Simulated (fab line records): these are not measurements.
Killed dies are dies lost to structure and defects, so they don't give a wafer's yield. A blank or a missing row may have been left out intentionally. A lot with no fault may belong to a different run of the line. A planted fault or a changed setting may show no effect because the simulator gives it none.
Problem report in the 8D (eight disciplines) form, filled by code :: flow sky130 :: the parts of the form that need people (team, actions taken, sign-off) are left out

== 1. WHAT WENT WRONG ==
PASSIVATION_CVD_02_THK at SKY_PASSIVATION_THK_MEAS_03 reads a mean of 500 nm on 1 wafer of 1 lot; wafers without a fault read 540 nm with a standard deviation of 6.4. That puts it -6.2 standard deviations away from the usual mean.
Seen first at day 47 07:36 on film_metro-04, wafer L571.1. The record holds 30 wafers of 10 lots with a number at this step. Rule for "out" (also "out of limits"): further than 4 standard deviations from the usual mean. The other wafers with a number count as sound.

== 2. WHAT IT IS, AND WHAT IT ISN'T ==
question: which readings at this step
is: PASSIVATION_CVD_02_THK
is not: -

question: which lots
is: L571
is not: L559, L561, L564, L565, L566, L572, L574, L576, L577

question: which wafers of those lots
is: L571.1
is not: L571.2, L571.5

question: read on which gauges
is: film_metro-04
is not: film_metro-02, film_metro-03

question: when
is: from day 47 07:36
is not: up to then (20 sound wafers); but 9 sound wafers of L574, L576, L577 came after

== 3. SUSPECTS, AND WHAT RULES EACH OUT ==
Counting: any tool at a process step up to the reading remains a suspect provided it ran every lot that is out. Sound lots after the first of them don't rule it out here, since some wafers of a struck lot are sound.
- the gauge at SKY_PASSIVATION_THK_MEAS_03 is ruled out. All the wafers that are out were read on film_metro-04, but those of them that SKY_PASSIVATION_CVD_02 has rows for are out there too, on other tools.
- cmp-01 at SKY_VIA3_CMP_24 (polishes, stops on SiO2, t overpolish 20 s, target thk 0 nm): kept. The lot that is out, L571, ran on it at day 43 13:38; the last sound lot it ran before that was L564, at day 41 17:05.
- plasma_asher-01 at SKY_CAP2M_STRIP_14 (strips in O2/N2): kept. The lot that is out, L571, ran on it at day 44 12:11; the last sound lot it ran before that was L566, at day 43 01:43.
- pecvd-01 at SKY_PASSIVATION_CVD_02 (deposits Si3N4, target thk 540 nm): kept. The lot that is out, L571, ran on it at day 47 07:22; the last sound lot it ran before that was L566, at day 46 01:08. Its own rf_fwd_power_W readings are out on those wafers.
- Within cmp-01 at SKY_VIA3_CMP_24: the wafers that are out ran in chamber 1; their sound lot-mates ran in chamber 2.
- Within plasma_asher-01 at SKY_CAP2M_STRIP_14: the wafers that are out ran in chamber 1; their sound lot-mates ran in chamber 0.
- In pecvd-01 at SKY_PASSIVATION_CVD_02, the wafers that are out were processed in chamber 1 and their sound lot-mates in chambers 0, 2.
Left after counting: cmp-01 at SKY_VIA3_CMP_24, plasma_asher-01 at SKY_CAP2M_STRIP_14, pecvd-01 at SKY_PASSIVATION_CVD_02.

== 4. THE CAUSE (what the simulator had put in) ==
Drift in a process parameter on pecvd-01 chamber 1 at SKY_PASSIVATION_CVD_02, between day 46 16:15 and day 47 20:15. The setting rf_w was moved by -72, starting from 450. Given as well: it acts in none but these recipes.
Counting leaves 3 suspects; this tool is one of them.

== 5. SEQUENCE OF EFFECTS, ordered by route ==
Each row: a reading whose mean over the struck wafers that have a number lies more than 3 standard deviations from the usual. Readings are gone through only where the record gives a usual standard deviation; hours: the median, over the lots, of the time from a lot's start at the first step in this table giving one to that lot's start at this step; sigmas: the change measured in usual standard deviations.
hours: 0
step: SKY_PASSIVATION_CVD_02
reading: rf_fwd_power_W
usual: 449.1 W
on struck wafers: 375.7
change: -73.4
sigmas: -52

hours: 0
step: SKY_PASSIVATION_THK_MEAS_03
reading: PASSIVATION_CVD_02_THK
usual: 540 nm
on struck wafers: 500
change: -40
sigmas: -6.2

hours: 20
step: SKY_PASSIVATION_ETCH_11
reading: oes_product_au
usual: 0.977 a.u.
on struck wafers: 0.944
change: -0.033
sigmas: -5.5
The process steps in it:
- SKY_PASSIVATION_CVD_02: deposits Si3N4, target thk 540 nm.
- SKY_PASSIVATION_ETCH_11: etches the open film in CF4/O2, stops on AlCu, target depth 725 nm, time 161.1 s.

== 6. WHAT WOULD HAVE CAUGHT IT SOONER ==
The first out-of-limits reading at a measuring or inspecting step in this record came at day 47 07:36, 15 hours after the fault's start at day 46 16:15.
The tool's own readings at SKY_PASSIVATION_CVD_02 were out on every struck wafer that the step has a row for (rf_fwd_power_W): an alarm limit on them would have fired on the first of those.
Each of the lots that are out, 1 in all, had begun SKY_PASSIVATION_CVD_02 on pecvd-01 no later than day 47 07:36. Had the tool been put on hold then, not one of them would have been saved.
